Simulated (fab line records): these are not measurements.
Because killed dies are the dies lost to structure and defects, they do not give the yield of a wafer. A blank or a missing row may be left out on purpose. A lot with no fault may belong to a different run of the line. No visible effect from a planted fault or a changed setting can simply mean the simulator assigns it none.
Matching of chambers :: flow sky130 :: SKY_VIA3_ETCH_15 on rie-diel-04: 4 sister chambers
The step etches SiO2 in C4F8/O2/Ar, stops on TiN, target depth 507 nm, time 78 s. 4 wafers are shown with their chamber, then 10 later ones without.

== WAFERS PAIRED WITH THEIR CHAMBERS ==
wafer: L081.5
chamber: 3
oes-product-au (a.u.): 0.950

wafer: L086.2
chamber: 1
oes-product-au (a.u.): 0.929

wafer: L089.1
chamber: 0
oes-product-au (a.u.): 0.938

wafer: L089.5
chamber: 2
oes-product-au (a.u.): 0.937

== WAFERS WITHOUT THEIR CHAMBER ==
wafer: L089.6
oes-product-au (a.u.): 0.931

wafer: L092.1
oes-product-au (a.u.): 0.937

wafer: L092.2
oes-product-au (a.u.): 0.932

wafer: L092.3
oes-product-au (a.u.): 0.933

wafer: L092.4
oes-product-au (a.u.): 0.938

wafer: L092.5
oes-product-au (a.u.): 0.928

wafer: L092.6
oes-product-au (a.u.): 0.931

wafer: L095.1
oes-product-au (a.u.): 0.937

wafer: L095.3
oes-product-au (a.u.): 0.934

wafer: L095.6
oes-product-au (a.u.): 0.944

== CHAMBER TAKEN BY EACH ==
wafer: L089.6
from the rows above: can't be placed: 1 or 2 or 0
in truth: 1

wafer: L092.1
from the rows above: can't be placed: 2 or 0
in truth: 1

wafer: L092.2
from the rows above: can't be placed: 1 or 2 or 0
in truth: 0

wafer: L092.3
from the rows above: can't be placed: 1 or 2 or 0
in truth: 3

wafer: L092.4
from the rows above: can't be placed: 0 or 2
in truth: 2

wafer: L092.5
from the rows above: 1
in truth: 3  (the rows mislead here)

wafer: L092.6
from the rows above: can't be placed: 1 or 2 or 0
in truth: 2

wafer: L095.1
from the rows above: can't be placed: 2 or 0
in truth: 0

wafer: L095.3
from the rows above: can't be placed: 2 or 0 or 1
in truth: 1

wafer: L095.6
from the rows above: can't be placed: 0 or 3 or 2
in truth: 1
Correct placement for 0 of the 10. These rows do not allow placing 9 (true chamber among the candidates in 6). Wrongly placed: 1.
How it was worked out, from the rows above alone: a wafer's distance from a chamber is the root of the sum, over the readings, of the square of ((its reading less the chamber's mean) divided by the reading's scatter). The wafer belongs to the nearest chamber; if the next one is less than 2 further off, it can't be placed. A chamber's mean is the mean of its shown wafers. The scatter: with one shown wafer a chamber, the root of the mean of the squares of how far each hidden wafer lies from its nearest shown one.
